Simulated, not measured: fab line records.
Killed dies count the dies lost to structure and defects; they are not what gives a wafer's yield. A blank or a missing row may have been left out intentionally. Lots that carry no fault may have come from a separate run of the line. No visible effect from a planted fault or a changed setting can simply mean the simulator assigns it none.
Which tool did it? || flow sky130 || 33 wafers from 11 lots sampled at 5 of the route's 708 steps

== WHAT EACH GAUGE READ, for each wafer ==
SKY_PAD_OPEN_BOW_MEAS_13.
{"lot": "L588", "measured": "day 45 12:19", "on": "film-metro-02", "PAD_OPEN_BOW (um)": "45 45 42"}
{"lot": "L589", "measured": "day 46 02:11", "on": "film-metro-01", "PAD_OPEN_BOW (um)": "105 86 94"}
{"lot": "L590", "measured": "day 46 05:40", "on": "film-metro-04", "PAD_OPEN_BOW (um)": "120 119 108"}
{"lot": "L591", "measured": "day 46 14:26", "on": "film-metro-02", "PAD_OPEN_BOW (um)": "90 93 93"}
{"lot": "L598", "measured": "day 48 15:31", "on": "film-metro-04", "PAD_OPEN_BOW (um)": "38 44 48"}
{"lot": "L600", "measured": "day 49 02:37", "on": "film-metro-04", "PAD_OPEN_BOW (um)": "40 36 38"}
{"lot": "L603", "measured": "day 49 15:17", "on": "film-metro-02", "PAD_OPEN_BOW (um)": "40 51 40"}
{"lot": "L602", "measured": "day 49 18:18", "on": "film-metro-02", "PAD_OPEN_BOW (um)": "54 60 43"}
{"lot": "L605", "measured": "day 50 03:25", "on": "film-metro-04", "PAD_OPEN_BOW (um)": "44 56 51"}
{"lot": "L607", "measured": "day 50 09:59", "on": "film-metro-04", "PAD_OPEN_BOW (um)": "52 43 43"}
{"lot": "L610", "measured": "day 50 18:56", "on": "film-metro-04", "PAD_OPEN_BOW (um)": "45 37 58"}

== WHAT TOOL EACH LOT RAN ON (gives the tool, then ch and the chambers of the sampled wafers, and finally the start) ==
{"lot": "L588", "SKY_METAL4_SPUTTER_02": "pvd-sputter-01, day 39 11:34", "SKY_VIA4_STRIP_13": "plasma-asher-03 ch 0,1, day 42 13:41", "SKY_METAL5_METAL_ETCH_15": "rie-metal-03 ch 0,1, day 43 13:48", "SKY_PAD_OPEN_ANNEAL_12": "furnace-02 ch 0, day 45 10:49"}
{"lot": "L589", "SKY_METAL4_SPUTTER_02": "pvd-sputter-04, day 40 04:12", "SKY_VIA4_STRIP_13": "plasma-asher-03 ch 0,1, day 43 04:50", "SKY_METAL5_METAL_ETCH_15": "rie-metal-01 ch 0,1, day 44 05:03", "SKY_PAD_OPEN_ANNEAL_12": "furnace-01, day 46 00:40"}
{"lot": "L590", "SKY_METAL4_SPUTTER_02": "pvd-sputter-02, day 40 07:08", "SKY_VIA4_STRIP_13": "plasma-asher-01 ch 0,1, day 43 08:16", "SKY_METAL5_METAL_ETCH_15": "rie-metal-03 ch 0,1, day 44 08:09", "SKY_PAD_OPEN_ANNEAL_12": "furnace-02, day 46 04:10"}
{"lot": "L591", "SKY_METAL4_SPUTTER_02": "pvd-sputter-04, day 40 16:59", "SKY_VIA4_STRIP_13": "plasma-asher-02 ch 0,1, day 43 16:43", "SKY_METAL5_METAL_ETCH_15": "rie-metal-01 ch 0,1, day 44 16:03", "SKY_PAD_OPEN_ANNEAL_12": "furnace-01, day 46 12:55"}
{"lot": "L598", "SKY_METAL4_SPUTTER_02": "pvd-sputter-04, day 43 08:07", "SKY_VIA4_STRIP_13": "plasma-asher-03 ch 0, day 46 04:38", "SKY_METAL5_METAL_ETCH_15": "rie-metal-03 ch 0,1, day 47 02:00", "SKY_PAD_OPEN_ANNEAL_12": "furnace-01 ch 0, day 48 14:01"}
{"lot": "L600", "SKY_METAL4_SPUTTER_02": "pvd-sputter-02, day 43 19:25", "SKY_VIA4_STRIP_13": "plasma-asher-03 ch 0,1, day 46 13:04", "SKY_METAL5_METAL_ETCH_15": "rie-metal-03 ch 0,1, day 47 08:57", "SKY_PAD_OPEN_ANNEAL_12": "furnace-01 ch 0, day 49 01:05"}
{"lot": "L603", "SKY_METAL4_SPUTTER_02": "pvd-sputter-02, day 44 08:08", "SKY_VIA4_STRIP_13": "plasma-asher-02 ch 0,1, day 47 02:20", "SKY_METAL5_METAL_ETCH_15": "rie-metal-03 ch 0,1, day 47 23:56", "SKY_PAD_OPEN_ANNEAL_12": "furnace-01 ch 0, day 49 13:47"}
{"lot": "L602", "SKY_METAL4_SPUTTER_02": "pvd-sputter-04, day 44 09:49", "SKY_VIA4_STRIP_13": "plasma-asher-01 ch 0,1, day 47 03:35", "SKY_METAL5_METAL_ETCH_15": "rie-metal-01 ch 0,1, day 48 01:15", "SKY_PAD_OPEN_ANNEAL_12": "furnace-01 ch 0, day 49 16:47"}
{"lot": "L605", "SKY_METAL4_SPUTTER_02": "pvd-sputter-04, day 45 02:16", "SKY_VIA4_STRIP_13": "plasma-asher-03 ch 0,1, day 47 16:01", "SKY_METAL5_METAL_ETCH_15": "rie-metal-02 ch 0,1, day 48 12:21", "SKY_PAD_OPEN_ANNEAL_12": "furnace-01 ch 0, day 50 01:55"}
{"lot": "L607", "SKY_METAL4_SPUTTER_02": "pvd-sputter-02, day 45 09:14", "SKY_VIA4_STRIP_13": "plasma-asher-01 ch 0,1, day 47 23:53", "SKY_METAL5_METAL_ETCH_15": "rie-metal-03 ch 0,1, day 48 20:15", "SKY_PAD_OPEN_ANNEAL_12": "furnace-02 ch 0, day 50 08:28"}
{"lot": "L610", "SKY_METAL4_SPUTTER_02": "pvd-sputter-04, day 45 22:52", "SKY_VIA4_STRIP_13": "plasma-asher-02 ch 0,1, day 48 11:20", "SKY_METAL5_METAL_ETCH_15": "rie-metal-01 ch 0,1, day 49 07:06", "SKY_PAD_OPEN_ANNEAL_12": "furnace-01 ch 0, day 50 17:26"}
- SKY_METAL4_SPUTTER_02: material AlCu, target thk 735 nm, time 38.4 s.
- SKY_VIA4_STRIP_13: strips in O2/N2.
- SKY_METAL5_METAL_ETCH_15: etches the open film in Cl2/BCl3, stops on SiO2, target depth 1260 nm, time 239.8 s.
- SKY_PAD_OPEN_ANNEAL_12

== WHAT THE TOOLS THEMSELVES READ (means of the sampled wafers that have a number; where no wafer has one, the mark that the record gives instead) ==
SKY_METAL4_SPUTTER_02.
{"lot": "L588", "tool": "pvd-sputter-01", "throttle-valve-pct (%)": 30.2}
{"lot": "L589", "tool": "pvd-sputter-04", "throttle-valve-pct (%)": 29.3}
{"lot": "L590", "tool": "pvd-sputter-02", "throttle-valve-pct (%)": 30.2}
{"lot": "L591", "tool": "pvd-sputter-04", "throttle-valve-pct (%)": 29.3}
{"lot": "L598", "tool": "pvd-sputter-04", "throttle-valve-pct (%)": 30.1}
{"lot": "L600", "tool": "pvd-sputter-02", "throttle-valve-pct (%)": 30.6}
{"lot": "L603", "tool": "pvd-sputter-02", "throttle-valve-pct (%)": 29.9}
{"lot": "L602", "tool": "pvd-sputter-04", "throttle-valve-pct (%)": 30.0}
{"lot": "L605", "tool": "pvd-sputter-04", "throttle-valve-pct (%)": 29.2}
{"lot": "L607", "tool": "pvd-sputter-02", "throttle-valve-pct (%)": 29.9}
{"lot": "L610", "tool": "pvd-sputter-04", "throttle-valve-pct (%)": 29.5}

SKY_VIA4_STRIP_13.
{"lot": "L588", "tool": "plasma-asher-03", "drypump-motor-current-A (A)": 6.03, "n2-flow-sccm (sccm)": 299.8, "oes-product-au (a.u.)": 0.708, "strip-time-to-endpoint-s (s)": 12.794}
{"lot": "L589", "tool": "plasma-asher-03", "drypump-motor-current-A (A)": 6.00, "n2-flow-sccm (sccm)": 299.5, "oes-product-au (a.u.)": 0.710, "strip-time-to-endpoint-s (s)": 12.814}
{"lot": "L590", "tool": "plasma-asher-01", "drypump-motor-current-A (A)": 6.11, "n2-flow-sccm (sccm)": 299.8, "oes-product-au (a.u.)": 0.714, "strip-time-to-endpoint-s (s)": 12.809}
{"lot": "L591", "tool": "plasma-asher-02", "drypump-motor-current-A (A)": 5.80, "n2-flow-sccm (sccm)": 299.6, "oes-product-au (a.u.)": 0.706, "strip-time-to-endpoint-s (s)": 12.805}
{"lot": "L598", "tool": "plasma-asher-03", "drypump-motor-current-A (A)": 6.46, "n2-flow-sccm (sccm)": 299.8, "oes-product-au (a.u.)": 0.712, "strip-time-to-endpoint-s (s)": 12.798}
{"lot": "L600", "tool": "plasma-asher-03", "drypump-motor-current-A (A)": 6.23, "n2-flow-sccm (sccm)": 299.6, "oes-product-au (a.u.)": 0.708, "strip-time-to-endpoint-s (s)": 12.807}
{"lot": "L603", "tool": "plasma-asher-02", "drypump-motor-current-A (A)": 5.82, "n2-flow-sccm (sccm)": 299.7, "oes-product-au (a.u.)": 0.709, "strip-time-to-endpoint-s (s)": 12.765}
{"lot": "L602", "tool": "plasma-asher-01", "drypump-motor-current-A (A)": 6.13, "n2-flow-sccm (sccm)": 300.1, "oes-product-au (a.u.)": 0.708, "strip-time-to-endpoint-s (s)": 12.796}
{"lot": "L605", "tool": "plasma-asher-03", "drypump-motor-current-A (A)": 6.01, "n2-flow-sccm (sccm)": 299.4, "oes-product-au (a.u.)": 0.712, "strip-time-to-endpoint-s (s)": 12.806}
{"lot": "L607", "tool": "plasma-asher-01", "drypump-motor-current-A (A)": 6.12, "n2-flow-sccm (sccm)": 299.4, "oes-product-au (a.u.)": 0.707, "strip-time-to-endpoint-s (s)": 12.808}
{"lot": "L610", "tool": "plasma-asher-02", "drypump-motor-current-A (A)": 5.80, "n2-flow-sccm (sccm)": 299.6, "oes-product-au (a.u.)": 0.710, "strip-time-to-endpoint-s (s)": 12.797}

SKY_METAL5_METAL_ETCH_15.
{"lot": "L588", "tool": "rie-metal-03", "drypump-motor-current-A (A)": 5.2, "oes-product-au (a.u.)": 0.916, "throttle-valve-pct (%)": 22.258}
{"lot": "L589", "tool": "rie-metal-01", "drypump-motor-current-A (A)": 6.3, "oes-product-au (a.u.)": 0.917, "throttle-valve-pct (%)": 22.263}
{"lot": "L590", "tool": "rie-metal-03", "drypump-motor-current-A (A)": 5.4, "oes-product-au (a.u.)": 0.924, "throttle-valve-pct (%)": 22.261}
{"lot": "L591", "tool": "rie-metal-01", "drypump-motor-current-A (A)": 6.3, "oes-product-au (a.u.)": 0.923, "throttle-valve-pct (%)": 22.266}
{"lot": "L598", "tool": "rie-metal-03", "drypump-motor-current-A (A)": 5.2, "oes-product-au (a.u.)": 0.904, "throttle-valve-pct (%)": 22.259}
{"lot": "L600", "tool": "rie-metal-03", "drypump-motor-current-A (A)": 5.2, "oes-product-au (a.u.)": 0.922, "throttle-valve-pct (%)": 22.257}
{"lot": "L603", "tool": "rie-metal-03", "drypump-motor-current-A (A)": 5.4, "oes-product-au (a.u.)": 0.921, "throttle-valve-pct (%)": 22.252}
{"lot": "L602", "tool": "rie-metal-01", "drypump-motor-current-A (A)": 6.3, "oes-product-au (a.u.)": 0.916, "throttle-valve-pct (%)": 22.269}
{"lot": "L605", "tool": "rie-metal-02", "drypump-motor-current-A (A)": 5.8, "oes-product-au (a.u.)": 0.921, "throttle-valve-pct (%)": 22.266}
{"lot": "L607", "tool": "rie-metal-03", "drypump-motor-current-A (A)": 5.4, "oes-product-au (a.u.)": 0.913, "throttle-valve-pct (%)": 22.262}
{"lot": "L610", "tool": "rie-metal-01", "drypump-motor-current-A (A)": 6.3, "oes-product-au (a.u.)": 0.924, "throttle-valve-pct (%)": 22.264}

SKY_PAD_OPEN_ANNEAL_12.
{"lot": "L588", "tool": "furnace-02", "ramp-down-c-per-min": 3.9998, "ramp-up-c-per-min": 8.0004, "spike-tc-lower-C (C)": 400.5, "zone-power-top-pct (%)": 11.6}
{"lot": "L589", "tool": "furnace-01", "ramp-down-c-per-min": "-", "ramp-up-c-per-min": "-", "spike-tc-lower-C (C)": "-", "zone-power-top-pct (%)": "-"}
{"lot": "L590", "tool": "furnace-02", "ramp-down-c-per-min": "-", "ramp-up-c-per-min": "-", "spike-tc-lower-C (C)": "-", "zone-power-top-pct (%)": "-"}
{"lot": "L591", "tool": "furnace-01", "ramp-down-c-per-min": "-", "ramp-up-c-per-min": "-", "spike-tc-lower-C (C)": "-", "zone-power-top-pct (%)": "-"}
{"lot": "L598", "tool": "furnace-01", "ramp-down-c-per-min": 4.0003, "ramp-up-c-per-min": 8.0010, "spike-tc-lower-C (C)": 399.5, "zone-power-top-pct (%)": 10.5}
{"lot": "L600", "tool": "furnace-01", "ramp-down-c-per-min": 3.9999, "ramp-up-c-per-min": 7.9989, "spike-tc-lower-C (C)": 400.0, "zone-power-top-pct (%)": 10.4}
{"lot": "L603", "tool": "furnace-01", "ramp-down-c-per-min": 3.9999, "ramp-up-c-per-min": 7.9988, "spike-tc-lower-C (C)": 400.5, "zone-power-top-pct (%)": 10.5}
{"lot": "L602", "tool": "furnace-01", "ramp-down-c-per-min": 4.0001, "ramp-up-c-per-min": 7.9992, "spike-tc-lower-C (C)": 401.1, "zone-power-top-pct (%)": 10.5}
{"lot": "L605", "tool": "furnace-01", "ramp-down-c-per-min": 4.0000, "ramp-up-c-per-min": 7.9987, "spike-tc-lower-C (C)": 399.5, "zone-power-top-pct (%)": 10.4}
{"lot": "L607", "tool": "furnace-02", "ramp-down-c-per-min": 4.0007, "ramp-up-c-per-min": 7.9999, "spike-tc-lower-C (C)": 400.3, "zone-power-top-pct (%)": 11.5}
{"lot": "L610", "tool": "furnace-01", "ramp-down-c-per-min": 4.0005, "ramp-up-c-per-min": 7.9977, "spike-tc-lower-C (C)": 399.7, "zone-power-top-pct (%)": 10.4}

== THE ANSWER, worked out from the rows above alone ==
Rule: usual is defined by the lots themselves. Put in order of their means at a reading, lots are off if they are a third of the lots or fewer, leave a main group of 4 or more, and stand apart from it by a gap of 3 or more times the standard deviation of the main group's means; of several such gaps the widest counts. Not used: any main group whose means are identical at the precision the tables above print for the reading. A lot without any number at a reading at which 4 lots or more have one is off too. All remaining lots with rows at the step are treated as sound. After the gauges, taken in route order, come the tools' own readings; for these a lot's mean is taken, as printed above. At the first step where some lot is off, the reading lying furthest off is the one used; lots without a number count as furthest.
Off: L589, L590, L591, at SKY_PAD_OPEN_BOW_MEAS_13 (PAD_OPEN_BOW). Main group: mean 46 um, sd 4.2.
A tool fits if, at a process step before that reading, it ran every lot that is off, and no sound lot after the first of them. The gauges at SKY_PAD_OPEN_BOW_MEAS_13 aren't tried: what is off there is off at SKY_PAD_OPEN_ANNEAL_12 too, on other tools, and a gauge's error can't cause that. Not one of the candidates tried fits.

== WHAT WAS PUT IN BY THE SIMULATOR ==
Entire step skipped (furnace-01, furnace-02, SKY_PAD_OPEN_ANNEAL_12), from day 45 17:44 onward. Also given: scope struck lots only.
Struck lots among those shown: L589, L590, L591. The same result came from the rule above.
